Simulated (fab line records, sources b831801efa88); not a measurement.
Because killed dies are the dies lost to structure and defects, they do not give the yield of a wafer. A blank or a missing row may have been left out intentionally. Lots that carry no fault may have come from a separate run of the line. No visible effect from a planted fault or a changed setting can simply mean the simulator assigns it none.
Which tool was responsible? ; flow gf180mcu ; 12 lots, 36 wafers sampled, at 2 steps of a route of 602

## WHAT EACH GAUGE READ, for each wafer
GF_MIM_RS_MEAS_10: uses a four-point probe to measure.
lot;measured;on;MIM_ALCU_RS (ohm/sq)
L075;day 25 03:24;film-metro-01;0.1590 0.1591 0.1620
L077;day 25 17:23;film-metro-01;0.1585 0.1616 0.1588
L080;day 26 09:53;film-metro-01;0.1564 0.1598 0.1607
L081;day 26 23:19;film-metro-02;0.1591 0.1622 0.1597
L083;day 27 07:56;film-metro-02;0.1567 0.1581 0.1573
L085;day 27 23:38;film-metro-01;0.1632 0.1599 0.1602
L087;day 28 20:06;film-metro-01;0.1598 0.1587 0.1587
L089;day 29 08:41;film-metro-02;0.1544 0.1593 0.1621
L091;day 29 19:37;film-metro-01;0.1621 0.1577 0.1595
L093;day 30 10:58;film-metro-02;0.1592 0.1582 0.1546
L095;day 30 22:07;film-metro-04;0.1585 0.1604 0.1605
L097;day 31 08:43;film-metro-04;0.1550 0.1563 0.1566

## EACH LOT AND THE TOOL THAT RAN IT (in order: tool; ch and the chambers of the sampled wafers; start)
lot;GF_M3_METAL_ETCH_16
L075;rie-metal-01 ch 0,1, day 22 02:30
L077;rie-metal-02 ch 0,1, day 22 16:19
L080;rie-metal-01 ch 0,1, day 23 12:21
L081;rie-metal-02 ch 0, day 23 23:32
L083;rie-metal-03 ch 0,1, day 24 11:50
L085;rie-metal-02 ch 0,1, day 25 04:58
L087;rie-metal-03 ch 0,1, day 26 02:27
L089;rie-metal-02 ch 0,1, day 26 14:29
L091;rie-metal-01 ch 0,1, day 27 02:36
L093;rie-metal-02 ch 0,1, day 27 18:51
L095;rie-metal-01 ch 0, day 28 08:02
L097;rie-metal-03 ch 0,1, day 28 17:51
- GF_M3_METAL_ETCH_16: etches the open film in Cl2/BCl3, stops on SiO2, target depth 750.8 nm, time 125.1 s.

## THE ANSWER, worked out from the rows above alone
Rule: the lots themselves supply what counts as usual. Put in order of their means at a reading, lots are off if they are a third of the lots or fewer, leave a main group of 4 or more, and stand apart from it by a gap of 3 or more times the standard deviation of the main group's means; of several such gaps the widest counts. The tables above print the reading to a certain number of digits; a main group whose means all agree to those digits is not used. Also off: a lot with no number at a reading for which 4 or more lots have one. The other lots that the step has rows for count as sound.
No lot is off at any reading shown: from this, nothing can be told.

## WHAT THE SIMULATOR HAD PUT IN
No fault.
